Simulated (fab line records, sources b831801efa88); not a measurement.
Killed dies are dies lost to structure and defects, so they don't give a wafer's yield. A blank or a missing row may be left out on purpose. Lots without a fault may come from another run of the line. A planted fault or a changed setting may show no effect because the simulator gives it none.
A struck lot beside a sound one | flow gf180mcu | 14 steps out of a route of 602
Sound: wafers L157.1, L157.2, L157.3. Struck: wafers L164.2, L164.5, L164.6. The cause comes at the end.
At each step with rows: each side's tool, then ch and its chambers, then its first start. Under that, the readings that differ: sound wafers | struck wafers | difference of the means | sigmas: that difference in standard deviations of wafers without a fault.
alike: readings whose means differ by less than 2 such deviations, and words and numbers that are the same on both sides. not compared: withheld readings, readings that some wafer has no value for, bounds like >300 that may hide the same value, and numbers for which the record gives no deviation and whose values overlap.
The two part at a step that has a row with sigmas, a row that says differs or no value, or rows on one side only. Numbers that don't overlap but have no deviation are shown without sigmas and don't part them. A reading that every wafer of one side lacks parts them only if that side has two wafers or more.

first, 6 steps without rows for these wafers: GF_DNWELL_COAT_02 (resist thk 3000 nm); GF_DNWELL_SOFTBAKE_03; GF_DNWELL_EXPOSE_04 (exposes mask DNWELL, target cd 1700 nm); GF_DNWELL_PEB_05; GF_DNWELL_DEVELOP_06 (develop time 60 s); GF_DNWELL_IMPLANT_07.
GF_DNWELL_STRIP_08: strips in O2/N2.
  sound on plasma_asher-03 ch 0,1, day 3 00:19; struck on plasma_asher-03 ch 0,1, day 4 15:00
  alike: drypump_motor_current_A, heater_power_w, oes_product_au, strip_time_to_endpoint_s
  not compared: rf_hours_counter_h
GF_DNWELL_TW_MEAS_09:
  sound on film_metro-02, day 3 00:25; struck on film_metro-03, day 4 15:07
  reading   | sound          | struck         | difference | sigmas
  DNWELL_TW | 1363 1368 1355 | 1345 1337 1340 | -21        | -3
then, 4 steps without rows for these wafers: GF_NWELL_DEHYDRATE_00 (time 60 s); GF_NWELL_HMDS_01 (prime time 60 s); GF_NWELL_COAT_02 (resist thk 3000 nm); GF_NWELL_SOFTBAKE_03.
GF_NWELL_EXPOSE_04: exposes mask Nwell, target cd 860 nm.
  sound on iline_stepper-02 ch 0, day 3 07:13; struck on iline_stepper-01, day 4 21:44
  no value came back on the struck wafers for exposure_dose_mJ_cm2, focus_offset_nm (nm); on the sound wafers exposure_dose_mJ_cm2 reads 260.10 260.30 260.05
  alike: mask
then, 1 step without rows for these wafers: GF_NWELL_PEB_05.

WHERE THEY PART
First at GF_DNWELL_TW_MEAS_09; last, within this record, at GF_NWELL_EXPOSE_04.

WHY: what the simulator had put in
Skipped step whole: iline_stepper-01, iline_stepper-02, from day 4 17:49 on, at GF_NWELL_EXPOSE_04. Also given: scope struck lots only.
